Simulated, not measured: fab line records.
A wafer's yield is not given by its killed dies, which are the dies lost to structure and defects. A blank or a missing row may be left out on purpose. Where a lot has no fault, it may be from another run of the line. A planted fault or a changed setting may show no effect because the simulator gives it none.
A sampling plan put to the test	flow gf180mcu	10 faults told of in these records, all on one fab line, each judged by the records of the lots it struck
What counts as the plan is the set of the line's own looks, namely the steps on the route at which a gauge or an inspection reads a wafer and does not change it. A look can be judged if struck wafers have a number there and the file gives its usual mean and standard deviation on fault-free wafers. Caught: a look later than the fault's first step finds the struck wafers' mean 4 or more of those standard deviations (sigma) from the usual mean. On the tool: here the same test is run on the tool's own readings at the fault's steps. It also counts as caught if the struck wafers ran another recipe or if their record alone is blank.

## THE FAULTS, as the simulator had put them in
1. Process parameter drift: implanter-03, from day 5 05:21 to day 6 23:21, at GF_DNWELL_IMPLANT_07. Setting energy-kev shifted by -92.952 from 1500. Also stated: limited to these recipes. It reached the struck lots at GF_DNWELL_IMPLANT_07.
2. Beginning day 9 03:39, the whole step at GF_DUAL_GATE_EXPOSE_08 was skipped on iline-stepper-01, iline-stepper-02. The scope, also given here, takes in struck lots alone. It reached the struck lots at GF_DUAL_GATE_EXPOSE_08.
3. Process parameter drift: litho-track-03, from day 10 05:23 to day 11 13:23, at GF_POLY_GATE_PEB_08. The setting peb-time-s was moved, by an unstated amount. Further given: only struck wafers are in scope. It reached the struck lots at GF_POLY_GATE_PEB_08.
4. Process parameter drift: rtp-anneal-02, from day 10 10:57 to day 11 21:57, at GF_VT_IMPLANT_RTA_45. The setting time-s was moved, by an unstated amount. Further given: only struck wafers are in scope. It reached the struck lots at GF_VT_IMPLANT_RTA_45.
5. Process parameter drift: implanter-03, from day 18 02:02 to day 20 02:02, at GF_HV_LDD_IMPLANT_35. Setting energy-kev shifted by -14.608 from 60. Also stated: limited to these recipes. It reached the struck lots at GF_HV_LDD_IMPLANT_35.
6. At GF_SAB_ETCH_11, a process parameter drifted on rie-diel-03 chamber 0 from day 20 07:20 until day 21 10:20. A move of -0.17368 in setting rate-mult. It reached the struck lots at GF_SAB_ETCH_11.
7. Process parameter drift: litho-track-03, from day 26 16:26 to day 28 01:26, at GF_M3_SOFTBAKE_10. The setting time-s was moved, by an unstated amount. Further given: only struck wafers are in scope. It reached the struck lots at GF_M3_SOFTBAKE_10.
8. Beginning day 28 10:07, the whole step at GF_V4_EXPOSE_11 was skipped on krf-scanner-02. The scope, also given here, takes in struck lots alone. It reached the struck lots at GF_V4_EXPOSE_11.
9. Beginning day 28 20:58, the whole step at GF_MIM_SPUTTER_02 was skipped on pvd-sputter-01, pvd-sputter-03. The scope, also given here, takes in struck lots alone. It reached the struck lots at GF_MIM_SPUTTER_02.
10. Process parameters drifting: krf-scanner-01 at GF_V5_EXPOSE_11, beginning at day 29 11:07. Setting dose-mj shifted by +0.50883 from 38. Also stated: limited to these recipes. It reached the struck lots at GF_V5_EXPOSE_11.

## WHAT THE PLAN SAW
fault	on the tool itself	first look that catches it	reading, sigma	median hours from its first step to that look	hours from the fault's start to the first struck lot there	judged looks passed uncaught
1	beam-energy-keV -99 or beyond sigma	no look after it can be judged	-	-	-	0
2	no reading that can be judged	no look after it can be judged	-	-	-	0
3	heater-power-total-W +54 sigma	no look after it can be judged	-	-	-	0
4	run-length-s +15 sigma	not the one look that can be judged after it	-	-	-	1
5	beam-energy-keV -99 or beyond sigma	GF_HV_LDD_RS_MEAS_53	HV_LDD_RS -7.6	25.0	31	1
6	oes-product-au -11 sigma	no look after it can be judged	-	-	-	0
7	run-length-s +17 sigma	not the one look that can be judged after it	-	-	-	1
8	no reading that can be judged	no look after it can be judged	-	-	-	0
9	the tool's record is blank for the struck wafers	no look after it can be judged	-	-	-	0
10	exposure-dose-mJ-cm2 +12 sigma	no look after it can be judged	-	-	-	0
A dash: this means the fault isn't caught or the number doesn't appear in these records.

Caught at a look: 1 of 10. Caught on the tool: 8 of 10. By one or the other: 8 of 10.
Caught on the tool alone: faults 1, 3, 4, 6, 7, 9, 10.
Caught by neither: faults 2, 8.

## THINNER SAMPLING
If the look that catches a fault measured only every second or every third lot, by lot number, the first struck lot would be measured this late in the worst case:
fault	struck lots at that look, in order of time	every lot	every second lot	every third lot
5	L221, L222	31 h	41 h	may miss all 2
Hours: fault start to first struck lot measured. 4 sigma limit: tested on the pooled struck wafers, so a lone lot may be under it. Other struck lots may not be in these records.

## THE LONGEST TIMED WAY FROM STEP TO LOOK
Fault 5: the median time between GF_HV_LDD_IMPLANT_35 and GF_HV_LDD_RS_MEAS_53 is 25.0 hours. The look between them that can be judged stayed within 4 sigma: GF_HV_LDD_OVL_MEAS_47.
